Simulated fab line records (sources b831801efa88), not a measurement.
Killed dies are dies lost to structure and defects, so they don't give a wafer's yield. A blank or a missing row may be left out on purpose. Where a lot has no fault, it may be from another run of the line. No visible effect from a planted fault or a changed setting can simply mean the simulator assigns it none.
Comparing a struck lot with a sound one / flow sfq_line / 25 steps out of a route of 325
Sound: wafers L835.2, L835.3, L835.5. Wafers struck: L841.4, L841.5, L841.6. At the end, the cause is stated.
Each step with rows lists, per side, the tool, then ch with its chambers, then its first start. Under that, the readings that differ: sound wafers / struck wafers / difference of the means / sigmas: that difference in standard deviations of wafers without a fault.
alike: words and numbers the same on both sides, and readings whose means are apart by under 2 such deviations; not compared: readings that were withheld, readings missing a value for some wafer, numbers with overlapping values and no deviation given by the record, and bounds like >300 which may hide the same value.
The two part at a step that has a row with sigmas, a row that says differs or no value, or rows on one side only. Non-overlapping numbers with no deviation appear without sigmas and do not part them. A reading missing from all wafers of one side parts the sides only when that side holds two or more wafers.

first, 1 step without rows for these wafers: SFQ_TRILAYER_M7_BARC_OPEN_METAL_ETCH_229 (etches BARC in O2, target depth 125 nm, time 41.7 s).
SFQ_TRILAYER_M7_ETCH_METAL_ETCH_180: etches Nb in Cl2/Ar, stops on SiO2, target depth 240 nm, time 120 s.
  sound on rie_metal-01 ch 0,1, day 80 07:31; struck on rie_metal-03 ch 0,1, day 81 05:17
reading=oes_product_au (a.u.); sound=0.922 0.904 0.901; struck=0.889 0.887 0.897; difference=-0.018; sigmas=-2
  alike: drypump_motor_current_A, rf_fwd_power_W
  not compared: rf_hours_counter_h
SFQ_TRILAYER_M7_STRIP_STRIP_181: strips in O2.
  sound on rie_metal-01 ch 0,1, day 80 07:39; struck on rie_metal-03 ch 0,1, day 81 05:34
  alike: drypump_motor_current_A, oes_product_au
  not compared: rf_hours_counter_h
then, 2 steps without rows for these wafers: SFQ_TRILAYER_M7_STRIP_SOLV_CLEAN_182 (cleans in NMP, time 600 s); SFQ_TRILAYER_I7_DEP_PECVD_183 (deposits SiO2 from SiH4/N2O, time 111.11 s, target thk 500 nm).
SFQ_TRILAYER_I7_CMP_CMP_184: polishes SiO2.
  sound on cmp-01 ch 0,1,3, day 80 09:30; struck on cmp-01 ch 1,2, day 81 06:25
  alike: motor_current_A, slurry_filter_dp_kPa, time_to_endpoint_s
SFQ_I7_BOW_MEAS_946:
  sound on film_metro-03, day 80 11:31; struck on film_metro-03, day 81 09:28
  alike: I7_BOW
SFQ_TRILAYER_I7_METRO_MEASURE_185:
  sound on film_metro-03, day 80 11:49; struck on film_metro-03, day 81 10:08
  alike: thk_nm
then, 4 steps without rows for these wafers: SFQ_TRILAYER_I7_VIA_LITHO_COAT_192 (resist thk 62 nm); SFQ_TRILAYER_I7_VIA_LITHO_COAT_187 (resist thk 650 nm); SFQ_TRILAYER_I7_VIA_LITHO_SOFTBAKE_191; SFQ_TRILAYER_I7_VIA_LITHO_EXPOSE_188 (exposes mask I7, target cd 1000 nm).
-- the record jumps here: 4 days lie between the struck wafers' starts before and after --
SFQ_TRILAYER_I7_VIA_LITHO_PEB_190: peb time 60 s.
  sound on litho_track-03 ch 0, day 84 07:55; struck on litho_track-03 ch 0, day 85 04:30
reading=heater_power_total_W (W); sound=79.22 79.16 79.21; struck=112.99 112.94 112.99; difference=+33.78; sigmas=+99 or more
  alike: resist_line_temp_C
then, 1 step without rows for these wafers: SFQ_TRILAYER_I7_VIA_LITHO_DEVELOP_189 (time 60 s).
SFQ_I7_OVL_MEAS_947:
  sound on overlay-02, day 84 08:12; struck on overlay-02, day 85 04:44
reading=I7_OVL (nm); sound=-3 -1 0; struck=- - -; difference=no value on the struck wafers; sigmas=
SFQ_TRILAYER_I7_VIA_BARC_OPEN_VIA_ETCH_260: etches BARC in O2, target depth 125 nm, time 41.7 s.
  sound on rie_diel-01 ch 0,1,3, day 84 08:14; struck on rie_diel-04 ch 2,3, day 85 04:46
  alike: drypump_motor_current_A, oes_product_au, rf_fwd_power_W
  not compared: rf_hours_counter_h
then, 7 steps without rows for these wafers: SFQ_TRILAYER_I7_VIA_ETCH_VIA_ETCH_190 (etches SiO2 in CHF3, stops on Nb, target depth 260 nm); SFQ_TRILAYER_I7_VIA_STRIP_STRIP_191 (strips in O2); SFQ_TRILAYER_I7_VIA_STRIP_SOLV_CLEAN_192 (cleans in NMP, time 600 s); SFQ_TRILAYER_M8_LITHO_LOR_COAT_197; SFQ_TRILAYER_M8_LITHO_LOR_BAKE_198; SFQ_TRILAYER_M8_LITHO_COAT_193 (resist thk 600 nm); SFQ_TRILAYER_M8_LITHO_SOFTBAKE_199.
SFQ_TRILAYER_M8_LITHO_EXPOSE_194: exposes mask M8, target cd 2000 nm.
  struck on krf_scanner-02, day 85 07:36; sound on krf_scanner-01 ch 0, day 84 13:01
  no value came back on the struck wafers for exposure_dose_mJ_cm2, focus_offset_nm (nm), sigma_outer; on the sound wafers exposure_dose_mJ_cm2 reads 14.407 14.407 14.404
  alike: mask
then, 1 step without rows for these wafers: SFQ_TRILAYER_M8_LITHO_PEB_196 (peb time 60 s).

## WHERE THEY PART
First at SFQ_TRILAYER_M7_ETCH_METAL_ETCH_180; last, within this record, at SFQ_TRILAYER_M8_LITHO_EXPOSE_194.

WHY: what had been put in by the simulator
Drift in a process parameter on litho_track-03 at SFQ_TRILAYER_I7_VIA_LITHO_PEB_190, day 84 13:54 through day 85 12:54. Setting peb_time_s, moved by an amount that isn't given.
